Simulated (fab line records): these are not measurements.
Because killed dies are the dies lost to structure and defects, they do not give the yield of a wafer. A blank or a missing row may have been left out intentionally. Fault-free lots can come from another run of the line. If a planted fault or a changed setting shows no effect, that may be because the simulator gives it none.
Comparing a struck lot with a sound one + flow sky130 + 16 steps out of a route of 708
Sound: the wafers L361.2, L361.3, L361.6. Struck: wafer L364.3 (L364.2, L364.6, from the same lot, were not struck and are left out); the cause is given at the end.
Order at every step that has rows: each side's tool, ch and its chambers, its first start. Under that, the readings that differ: sound wafers + struck wafers + difference of the means + sigmas: that difference in standard deviations of wafers without a fault.
alike: a reading whose means differ by less than 2 such deviations, as well as words and numbers matching on both sides. not compared: withheld readings; readings where some wafer has no value; bounds like >300 that might hide an equal value; numbers whose values overlap and for which the record gives no deviation.
The two part at a step that has a row with sigmas, a row that says differs or no value, or rows on one side only. Numbers that don't overlap but have no deviation are shown without sigmas and don't part them. A reading missing from all wafers of one side parts the sides only when that side holds two or more wafers.

first, 3 steps without rows for these wafers: SKY_METAL1_EXPOSE_12 (exposes mask MM1, target cd 140 nm); SKY_METAL1_PEB_13; SKY_METAL1_DEVELOP_14 (develop time 60 s).
SKY_METAL1_CD_MEAS_15: the cd target is 140 nm.
  sound: cd sem-01 at day 33 23:58; struck: cd sem-01 at day 35 17:01
  alike: cd nm
SKY_METAL1_OVL_MEAS_16:
  sound: overlay-01 at day 34 00:04; struck: overlay-01 at day 35 17:08
  alike: METAL1_OVL
SKY_METAL1_DESCUM_17: chemistry O2, time 8 s.
  sound on rie metal-01 ch 0,1, day 34 00:06; struck on rie metal-01 ch 1, day 35 17:10
  alike: drypump motor current A, oes product au
  not compared: rf hours counter h
SKY_METAL1_ETCH_18: etches BARC in N2/H2, stops on SiO2, time 45.9 s, target depth 60 nm.
  sound on rie metal-01 ch 0,1, day 34 00:08; struck on rie metal-01 ch 1, day 35 17:11
  alike: drypump motor current A, oes product au, throttle valve pct
  not compared: rf hours counter h
SKY_METAL1_METAL_ETCH_19: etches the open film in Cl2/BCl3, stops on SiO2, target depth 360 nm, time 78 s.
  sound on rie metal-01 ch 0,1, day 34 00:11; struck on rie metal-01 ch 1, day 35 17:15
| reading               | sound             | struck | difference | sigmas |
|-----------------------|-------------------|--------|------------|--------|
| oes product au (a.u.) | 0.859 0.861 0.858 | 0.843  | -0.016     | -3     |
  alike: drypump motor current A, throttle valve pct
  not compared: rf hours counter h
SKY_METAL1_STRIP_20: strips in O2/N2.
  sound on plasma asher-02 ch 0, day 34 00:17; struck on plasma asher-01 ch 1, day 35 17:20
| reading                     | sound       | struck | difference | sigmas |
|-----------------------------|-------------|--------|------------|--------|
| drypump motor current A (A) | 4.8 4.7 4.7 | 6.2    | +1.5       | +3     |
  alike: oes product au, strip time to endpoint s
  not compared: rf hours counter h
then, 3 steps without rows for these wafers: SKY_METAL1_STRIP_21 (strips in post etch residue remover, time 1200 s); SKY_METAL1_CLEAN_22 (cleans in IPA, time 180 s); SKY_METAL1_CLEAN_23 (cleans in O3/DIW).
SKY_VIA1_HDPCVD_00: deposits SiO2, target thk 1030 nm, time 171.7 s.
  sound on hdpcvd-02 ch 0,2, day 34 00:53; struck on hdpcvd-02 ch 0, day 35 17:58
| reading                                  | sound             | struck | difference | sigmas |
|------------------------------------------|-------------------|--------|------------|--------|
| run length s (s)                         | 200.7 199.7 200.5 | 177.1  | -23.2      | -34    |
| model.SiO2_of_VIA1_HDPCVD_00.thk nm (nm) | 1035 1046 1037    | 895.8  | -143.5     |        |
SKY_VIA1_THK_MEAS_01:
  sound: film metro-03 at day 34 01:00; struck: film metro-02 at day 35 18:06
| reading              | sound          | struck | difference | sigmas |
|----------------------|----------------|--------|------------|--------|
| VIA1_HDPCVD_THK (nm) | 1035 1046 1037 | 896    | -143       | -13    |
SKY_VIA1_CMP_02: polishes SiO2.
  sound on cmp-01 ch 1,2,3, day 34 01:03; struck on cmp-01 ch 1, day 35 18:09
  alike: motor current A
-- the record jumps here: 12 days lie between the struck wafers' starts before and after (it left off in module VIA1 and takes up again in module PAD_OPEN, whose first step shown is number 708 of the route) --
SKY_PAD_OPEN_PROBE_99:
  rows exist in the record for the struck wafers here (prober-02, day 47 22:31), but not for the sound ones

## WHERE THEY PART
Earliest at SKY_METAL1_METAL_ETCH_19; latest, in this record, at SKY_PAD_OPEN_PROBE_99.

WHY: whatever the simulator had introduced
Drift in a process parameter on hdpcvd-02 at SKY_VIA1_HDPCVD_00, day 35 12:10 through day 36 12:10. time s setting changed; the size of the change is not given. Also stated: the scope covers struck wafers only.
